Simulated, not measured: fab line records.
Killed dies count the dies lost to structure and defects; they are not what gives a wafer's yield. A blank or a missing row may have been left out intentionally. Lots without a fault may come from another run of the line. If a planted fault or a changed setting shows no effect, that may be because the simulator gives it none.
A single fault, viewed from 2 desks :: flow sky130 :: only its own numbers are on each desk; what lay behind them is given at the end

== FOR THE TOOL OWNER'S DESK: lithoTrack-03 ==
The tool's own readings at SKY_VIA4_DEVELOP_10 (develop time 60 s): means of the sampled wafers that have a number, for each lot that ran on this tool. Marked OUT: a lot whose mean sits more than 4 standard deviations from the usual mean, which makes it out of limits; the brackets give that distance.
Columns: A = developerTempC at SKY_VIA4_DEVELOP_10, usual 23.01 C
lot: L540
first seen here: day 43 08:03
A: 23.11

lot: L549
first seen here: day 45 11:28
A: 23.07

lot: L550
first seen here: day 45 19:13
A: 22.94

lot: L551
first seen here: day 46 03:22
A: 23.17

lot: L552
first seen here: day 46 05:22
A: 23.09

lot: L553
first seen here: day 46 15:40
A: 22.89

lot: L554
first seen here: day 47 09:40
A: 22.07 (-9.4) OUT

lot: L557
first seen here: day 47 17:46
A: 22.04 (-9.7) OUT
This desk's verdict: out of limits on L554, L557, starting with L554 at day 47 09:40 (developerTempC at SKY_VIA4_DEVELOP_10). L540, L549, L550, L551, L552, L553: within limits.

== THE METROLOGY DESK ==
What the gauges read, lot by lot, whatever tool the lot ran on: means of the sampled wafers that have a number. Marked OUT: a lot whose mean sits more than 4 standard deviations from the usual mean, which makes it out of limits; the brackets give that distance.
Columns: A = METAL4_OVL at SKY_METAL4_OVL_MEAS_14, usual 1 nm
lot: L540
first seen here: day 42 07:32
A: -8

lot: L546
first seen here: day 43 11:22
A: 6

lot: L549
first seen here: day 44 12:19
A: 0

lot: L550
first seen here: day 44 20:52
A: 5

lot: L551
first seen here: day 45 05:43
A: 5

lot: L552
first seen here: day 45 08:10
A: -4

lot: L553
first seen here: day 45 17:58
A: -0

lot: L554
first seen here: day 46 11:28
A: -3

lot: L555
first seen here: day 46 13:04
A: -2

lot: L557
first seen here: day 46 18:56
A: -2

lot: L556
first seen here: day 47 07:55
A: 10

lot: L562
first seen here: day 47 16:23
A: 6
Finding of this desk: none of the 12 lots has anything out of limits.

== ALL TOGETHER ==
The tool owner's desk could have raised an alarm at day 47 09:40, on L554, L557.
Nothing out of limits was seen by the metrology desk.
The metrology desk has L554, L557 on record, within its limits.
On lithoTrack-03, each named lot ran SKY_VIA4_DEVELOP_10.

== WHAT WAS PUT IN BY THE SIMULATOR ==
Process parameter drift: lithoTrack-03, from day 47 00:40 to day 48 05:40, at SKY_VIA4_DEVELOP_10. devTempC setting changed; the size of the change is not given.
Struck lots among those shown: L554, L557.
Delay in hours, fault start to first out-of-limits reading, by desk: the tool owner's desk at 9.
